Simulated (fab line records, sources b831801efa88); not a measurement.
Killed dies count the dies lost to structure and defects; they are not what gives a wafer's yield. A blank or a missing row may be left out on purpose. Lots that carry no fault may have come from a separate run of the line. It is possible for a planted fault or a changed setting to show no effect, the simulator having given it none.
Which tool did it? | flow gf180mcu | 12 lots with 36 wafers sampled at 5 steps, on a route of 602 steps

WHAT THE GAUGES SHOWED, per wafer
GF_NSD_CD_MEAS_07: target cd 400 nm. Usual: 400.2 nm for cd nm, sd 2.4.
lot  | measured     | on        | cd nm (nm)        | flag
L495 | day 14 01:53 | cd sem-01 | 395.1 396.5 398.1 |
L496 | day 14 05:24 | cd sem-01 | 399.8 400.7 400.2 |
L497 | day 14 16:43 | cd sem-01 | 400.7 400.6 397.3 |
L498 | day 15 01:47 | cd sem-02 | 400.3 402.1 400.1 |
L499 | day 15 06:42 | cd sem-02 | 401.0 400.8 401.4 |
L501 | day 16 04:37 | cd sem-02 | 398.9 400.1 403.4 |
L502 | day 16 11:43 | cd sem-02 | 402.4 399.1 399.1 |
L510 | day 19 10:40 | cd sem-02 | 398.0 399.2 400.1 |
L511 | day 19 14:24 | cd sem-02 | 398.5 396.8 400.7 |
L512 | day 19 20:17 | cd sem-01 | 402.3 401.4 403.1 |
L514 | day 20 12:49 | cd sem-02 | 403.7 402.3 400.5 |
L515 | day 21 07:02 | cd sem-01 | 405.3 406.5 402.4 |

GF_PSD_RS_MEAS_14: the measuring method here is four-point-probe. Usual: for NSD_RS the level is 46.12 ohm/sq and the standard deviation is 0.12.
lot  | measured     | on            | NSD_RS (ohm/sq)   | flag
L495 | day 14 23:40 | film metro-04 | 46.23 46.19 46.08 |
L496 | day 15 02:59 | film metro-04 | 46.20 46.19 46.23 |
L497 | day 15 15:29 | film metro-03 | 46.11 46.11 46.15 |
L498 | day 16 00:19 | film metro-01 | 46.19 46.18 46.19 |
L499 | day 16 05:29 | film metro-04 | 46.26 46.22 46.26 |
L501 | day 17 04:47 | film metro-01 | 45.96 45.90 45.89 |
L502 | day 17 12:02 | film metro-01 | 46.05 45.98 45.87 |
L510 | day 20 12:11 | film metro-01 | 49.48 49.45 49.48 | OFF
L511 | day 20 14:49 | film metro-04 | 49.72 49.75 49.73 | OFF
L512 | day 20 21:05 | film metro-03 | 46.10 46.13 46.23 |
L514 | day 21 14:07 | film metro-04 | 46.17 46.14 46.17 |
L515 | day 22 07:41 | film metro-01 | 45.95 46.09 46.05 |

GF_PSD_RS_MEAS_15: the measuring method here is four-point-probe. Usual: for PSD_RS the level is 108.5 ohm/sq and the standard deviation is 0.33.
lot  | measured     | on            | PSD_RS (ohm/sq)   | flag
L495 | day 14 23:47 | film metro-04 | 109.1 108.9 108.8 |
L496 | day 15 03:07 | film metro-04 | 109.0 108.7 109.1 |
L497 | day 15 15:36 | film metro-03 | 109.0 108.7 109.1 |
L498 | day 16 00:26 | film metro-01 | 108.7 108.9 108.7 |
L499 | day 16 05:37 | film metro-04 | 108.8 108.9 108.9 |
L501 | day 17 04:54 | film metro-01 | 108.2 107.9 108.1 |
L502 | day 17 12:09 | film metro-01 | 108.8 108.0 108.4 |
L510 | day 20 12:18 | film metro-01 | 126.5 126.3 126.3 | OFF
L511 | day 20 14:56 | film metro-04 | 126.9 127.3 127.1 | OFF
L512 | day 20 21:13 | film metro-03 | 108.8 108.8 109.2 |
L514 | day 21 14:14 | film metro-04 | 109.0 108.8 108.6 |
L515 | day 22 07:48 | film metro-01 | 108.1 108.7 108.7 |

TOOL THAT RAN EACH LOT (tool first, then ch and the chambers of the sampled wafers, then the start)
lot  | GF_VT_IMPLANT_RTA_45             | GF_PSD_RTA_13
L495 | rtp anneal-02 ch 0, day 8 04:19  | rtp anneal-01 ch 0, day 14 23:34
L496 | rtp anneal-02 ch 0, day 8 06:23  | rtp anneal-02 ch 0, day 15 02:50
L497 | rtp anneal-02 ch 0, day 8 17:40  | rtp anneal-01 ch 0, day 15 15:23
L498 | rtp anneal-01 ch 0, day 8 21:47  | rtp anneal-01 ch 0, day 16 00:13
L499 | rtp anneal-01 ch 0, day 9 03:35  | rtp anneal-02 ch 0, day 16 05:24
L501 | rtp anneal-02 ch 0, day 9 21:40  | rtp anneal-02 ch 0, day 17 04:41
L502 | rtp anneal-01 ch 0, day 10 03:20 | rtp anneal-02 ch 0, day 17 11:57
L510 | rtp anneal-02 ch 0, day 12 12:16 | rtp anneal-01 ch 0, day 20 12:06
L511 | rtp anneal-01 ch 0, day 12 12:32 | rtp anneal-01 ch 0, day 20 14:43
L512 | rtp anneal-02 ch 0, day 12 19:38 | rtp anneal-02 ch 0, day 20 21:00
L514 | rtp anneal-01 ch 0, day 13 10:44 | rtp anneal-02 ch 0, day 21 14:02
L515 | rtp anneal-02 ch 0, day 13 23:47 | rtp anneal-02 ch 0, day 22 07:36
- GF_VT_IMPLANT_RTA_45: time 30 s.
- GF_PSD_RTA_13: time 20 s.

WHAT THE TOOLS THEMSELVES READ (means of the sampled wafers that have a number; where no wafer has one, the mark that the record gives instead)
GF_VT_IMPLANT_RTA_45. Usual: lamp power pct 38 %, standard deviation 4.2; wafer_temp_C_max 1055.5, standard deviation 1.1.
lot  | tool          | lamp power pct (%) | wafer_temp_C_max | flag
L495 | rtp anneal-02 | 41                 | 1054.6           |
L496 | rtp anneal-02 | 41                 | 1055.4           |
L497 | rtp anneal-02 | 41                 | 1055.3           |
L498 | rtp anneal-01 | 33                 | 1057.5           |
L499 | rtp anneal-01 | 33                 | 1055.2           |
L501 | rtp anneal-02 | 41                 | 1055.8           |
L502 | rtp anneal-01 | 33                 | 1055.8           |
L510 | rtp anneal-02 | 41                 | 1056.2           |
L511 | rtp anneal-01 | 33                 | 1056.7           |
L512 | rtp anneal-02 | 41                 | 1055.4           |
L514 | rtp anneal-01 | 33                 | 1055.1           |
L515 | rtp anneal-02 | 41                 | 1054.2           |

GF_PSD_RTA_13. Usual: lamp power pct 35 %, standard deviation 4.1; wafer_temp_C_max 1030.6, standard deviation 1.2.
lot  | tool          | lamp power pct (%) | wafer_temp_C_max | flag
L495 | rtp anneal-01 | 31                 | 1032.1           |
L496 | rtp anneal-02 | 40                 | 1029.7           |
L497 | rtp anneal-01 | 31                 | 1031.4           |
L498 | rtp anneal-01 | 31                 | 1030.7           |
L499 | rtp anneal-02 | 40                 | 1029.7           |
L501 | rtp anneal-02 | 40                 | 1030.9           |
L502 | rtp anneal-02 | 40                 | 1029.6           |
L510 | rtp anneal-01 | 29                 | 1004.6           | OFF
L511 | rtp anneal-01 | 29                 | 1004.0           | OFF
L512 | rtp anneal-02 | 40                 | 1029.9           |
L514 | rtp anneal-02 | 40                 | 1030.6           |
L515 | rtp anneal-02 | 40                 | 1029.5           |

THE ANSWER, worked out from the rows above alone
Rule: a lot is off if the mean of its wafers that have a number lies more than 3 standard deviations from the usual mean. A lot without any number at a reading at which 4 lots or more have one is off too. The other lots that the step has rows for count as sound. The gauges are gone through in route order, then the tools' own readings, and for those a lot's mean is taken as printed above. The first step at which some lot is off is used, and at that step the reading that is off furthest; a lot without a number counts as furthest.
Off: L510, L511, seen at GF_PSD_RS_MEAS_14 (NSD_RS).
If a tool, at a process step before that reading, ran all the lots that are off and no sound lot after the first of them, it fits. The gauges at GF_PSD_RS_MEAS_14 aren't tried: what is off there is off at GF_PSD_RTA_13 too, on other tools, and a gauge's error can't cause that. One fits: GF_PSD_RTA_13 on rtp anneal-01. Its last sound lot is L498 (day 16 00:13), its first lot that is off L510 (day 20 12:06): a fault that began between those two fits.
On the lots that are off, the tool's own readings at GF_PSD_RTA_13 differ by more than 5 times the standard deviation of the sound lots' means, which bears it out; wafer_temp_C_max reads 1004.3 there versus 1030.4 on the sound lots.

WHAT THE SIMULATOR PUT IN
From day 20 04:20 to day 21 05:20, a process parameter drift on rtp anneal-01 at GF_PSD_RTA_13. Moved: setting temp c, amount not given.
Lots struck among those shown: L510, L511. The same result came from the rule above.
